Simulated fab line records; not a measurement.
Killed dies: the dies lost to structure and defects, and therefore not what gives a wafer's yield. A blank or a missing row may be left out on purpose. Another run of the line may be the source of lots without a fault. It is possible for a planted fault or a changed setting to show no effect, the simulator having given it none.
A lot that was struck, set against a sound lot	flow sky130	15 steps out of a route of 708
Sound: wafers L874.4, L874.5, L874.6. Struck: wafer L882.5. (L882.1, L882.2 of the same lot were not struck and are left out.) The cause comes at the end.
At each step with rows: each side's tool, then ch and its chambers, then its first start. Under that, the readings that differ: sound wafers	struck wafers	difference of the means	sigmas: that difference in standard deviations of wafers without a fault.
alike: a reading whose means differ by less than 2 such deviations, as well as words and numbers matching on both sides. not compared: withheld readings; readings where some wafer has no value; bounds like >300 that might hide an equal value; numbers whose values overlap and for which the record gives no deviation.
Wherever a step has rows on one side only, a row that says differs or no value, or a row with sigmas, the two part there. When numbers do not overlap yet have no deviation, they are printed without sigmas and do not part them. A reading that every wafer of one side lacks parts them only if that side has two wafers or more.

SKY_METAL3_STRIP_19: strips in O2/N2.
  sound on plasma asher-04 ch 0,1, day 39 01:22; struck on plasma asher-04 ch 0, day 41 17:53
reading	sound	struck	difference	sigmas
o2 flow sccm (sccm)	3013 2997 3010	2988	-19	-2
  alike: chamber pressure mTorr, drypump motor current A, oes product au, strip time to endpoint s
  not compared: rf hours counter h
then, 4 steps without rows for these wafers: SKY_METAL3_STRIP_20 (strips in post etch residue remover, time 1200 s); SKY_METAL3_CLEAN_21 (cleans in IPA, time 180 s); SKY_METAL3_CLEAN_22 (cleans in O3/DIW); SKY_VIA3_HDPCVD_00 (deposits SiO2, target thk 1635 nm, time 272.5 s).
SKY_VIA3_THK_MEAS_01:
  sound on film metro-02, day 39 02:13; struck on film metro-02, day 41 18:38
  alike: VIA3_HDPCVD_THK
SKY_VIA3_CMP_02: polishes SiO2.
  sound on cmp-01 ch 0,2,3, day 39 02:23; struck on cmp-02 ch 0, day 41 18:42
  alike: motor current A
SKY_VIA3_BOW_MEAS_03:
  sound on film metro-02, day 39 02:36; struck on film metro-02, day 41 19:00
  alike: VIA3_BOW
then, 4 steps without rows for these wafers: SKY_VIA3_DEHYDRATE_04 (time 60 s); SKY_VIA3_HMDS_05 (prime time 60 s); SKY_VIA3_COAT_06 (resist thk 60 nm); SKY_VIA3_COAT_07 (resist thk 450 nm).
SKY_VIA3_SOFTBAKE_08: time 90 s.
  sound on litho track-03 ch 0, day 39 13:00; struck on litho track-03 ch 0, day 42 08:00
reading	sound	struck	difference	sigmas
heater power total W (W)	57.21 57.24 57.18	58.69	+1.48	+12
run length s (s)	118.89 118.99 119.24	112.47	-6.57	-41
then, 1 step without rows for these wafers: SKY_VIA3_EXPOSE_09 (exposes mask VIM3, target cd 200 nm).
-- the record jumps here: 6 days lie between the struck wafers' starts before and after (it left off in module VIA3 and takes up again in module PAD_OPEN, whose first step shown is number 708 of the route) --
SKY_PAD_OPEN_PROBE_99:
  sound on prober-02, day 46 00:38; struck on prober-02, day 48 11:37
  alike: defect limited yield, killed_at_M0_to_M3, killed_at_M4_up, killed at contacts, killed at front end, killed at other, killed dies, killed open, killed short, sort_bin_3_pad_short, sort_bin_5_function, sort_bin_6_memory, sort n pass, sort yield pct

== WHERE THEY PART ==
Last at SKY_VIA3_SOFTBAKE_08 as far as this record goes, first at SKY_METAL3_STRIP_19. Later steps at which nothing parts them and some readings are alike: SKY_PAD_OPEN_PROBE_99.

WHY: whatever the simulator had introduced
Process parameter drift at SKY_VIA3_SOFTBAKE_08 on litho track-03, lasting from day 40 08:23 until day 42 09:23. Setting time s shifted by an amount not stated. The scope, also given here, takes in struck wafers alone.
